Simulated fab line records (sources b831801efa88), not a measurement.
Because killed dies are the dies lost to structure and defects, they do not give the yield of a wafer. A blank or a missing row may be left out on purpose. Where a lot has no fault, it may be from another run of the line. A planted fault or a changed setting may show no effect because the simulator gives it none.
Chamber matching / flow sfqLine / rieDiel-03 running SFQ_TRILAYER_L0_VIA_ETCH_VIA_ETCH_016: 4 sister chambers
The step etches SiO2 in CHF3, stops on MoNx KI, target depth 80 nm. 16 wafers are shown with their chamber, then 7 later ones without.

WAFERS WITH THEIR CHAMBER
wafer=L584.1; chamber=3; drypumpMotorCurrentA (A)=4.7; oesProductAu (a.u.)=0.846
wafer=L584.3; chamber=0; drypumpMotorCurrentA (A)=5.8; oesProductAu (a.u.)=0.846
wafer=L584.6; chamber=2; drypumpMotorCurrentA (A)=5.7; oesProductAu (a.u.)=0.843
wafer=L585.1; chamber=2; drypumpMotorCurrentA (A)=5.7; oesProductAu (a.u.)=0.839
wafer=L585.3; chamber=0; drypumpMotorCurrentA (A)=5.8; oesProductAu (a.u.)=0.840
wafer=L585.4; chamber=3; drypumpMotorCurrentA (A)=4.8; oesProductAu (a.u.)=0.857
wafer=L586.1; chamber=0; drypumpMotorCurrentA (A)=5.7; oesProductAu (a.u.)=0.837
wafer=L586.2; chamber=1; drypumpMotorCurrentA (A)=6.6; oesProductAu (a.u.)=0.848
wafer=L586.5; chamber=1; drypumpMotorCurrentA (A)=6.5; oesProductAu (a.u.)=0.855
wafer=L592.1; chamber=0; drypumpMotorCurrentA (A)=5.8; oesProductAu (a.u.)=0.841
wafer=L592.3; chamber=3; drypumpMotorCurrentA (A)=4.8; oesProductAu (a.u.)=0.847
wafer=L597.1; chamber=0; drypumpMotorCurrentA (A)=5.7; oesProductAu (a.u.)=0.841
wafer=L597.3; chamber=2; drypumpMotorCurrentA (A)=5.7; oesProductAu (a.u.)=0.829
wafer=L597.5; chamber=0; drypumpMotorCurrentA (A)=5.7; oesProductAu (a.u.)=0.848
wafer=L599.1; chamber=2; drypumpMotorCurrentA (A)=5.7; oesProductAu (a.u.)=0.841
wafer=L599.2; chamber=3; drypumpMotorCurrentA (A)=4.8; oesProductAu (a.u.)=0.842

SIGNATURES (averages over the wafers above)
reading=drypumpMotorCurrentA; chamber 0=5.750; chamber 1=6.550; chamber 2=5.700; chamber 3=4.775; scatter within a chamber=0.0479
reading=oesProductAu; chamber 0=0.84217; chamber 1=0.85150; chamber 2=0.83800; chamber 3=0.84800; scatter within a chamber=0.00536
Rule: for a wafer and a chamber, the distance is found by dividing, reading by reading, the gap between the wafer's reading and the chamber's mean by the reading's scatter, squaring, summing and taking the root. The wafer belongs to the nearest chamber; if the next one is less than 2 further off, it can't be placed. How the scatter is found: for the shown wafers, subtract from each reading the mean of its chamber, square and add these, divide the total by (wafers less chambers), then take the root.

WAFERS MISSING THEIR CHAMBER
wafer=L599.3; drypumpMotorCurrentA (A)=5.7; oesProductAu (a.u.)=0.847
wafer=L601.2; drypumpMotorCurrentA (A)=5.7; oesProductAu (a.u.)=0.830
wafer=L601.5; drypumpMotorCurrentA (A)=4.8; oesProductAu (a.u.)=0.838
wafer=L601.6; drypumpMotorCurrentA (A)=5.8; oesProductAu (a.u.)=0.842
wafer=L606.1; drypumpMotorCurrentA (A)=5.8; oesProductAu (a.u.)=0.843
wafer=L606.2; drypumpMotorCurrentA (A)=4.8; oesProductAu (a.u.)=0.849
wafer=L606.3; drypumpMotorCurrentA (A)=5.7; oesProductAu (a.u.)=0.843

WHICH CHAMBER EACH ONE RAN IN
wafer=L599.3; from the rows above=can't be placed: 0 or 2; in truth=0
wafer=L601.2; from the rows above=can't be placed: 2 or 0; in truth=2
wafer=L601.5; from the rows above=3; in truth=3
wafer=L601.6; from the rows above=can't be placed: 0 or 2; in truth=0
wafer=L606.1; from the rows above=can't be placed: 0 or 2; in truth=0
wafer=L606.2; from the rows above=3; in truth=3
wafer=L606.3; from the rows above=can't be placed: 2 or 0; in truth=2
2 of 7 placed correctly. These rows do not allow placing 5 (true chamber among the candidates in 5). Placed wrongly: 0.
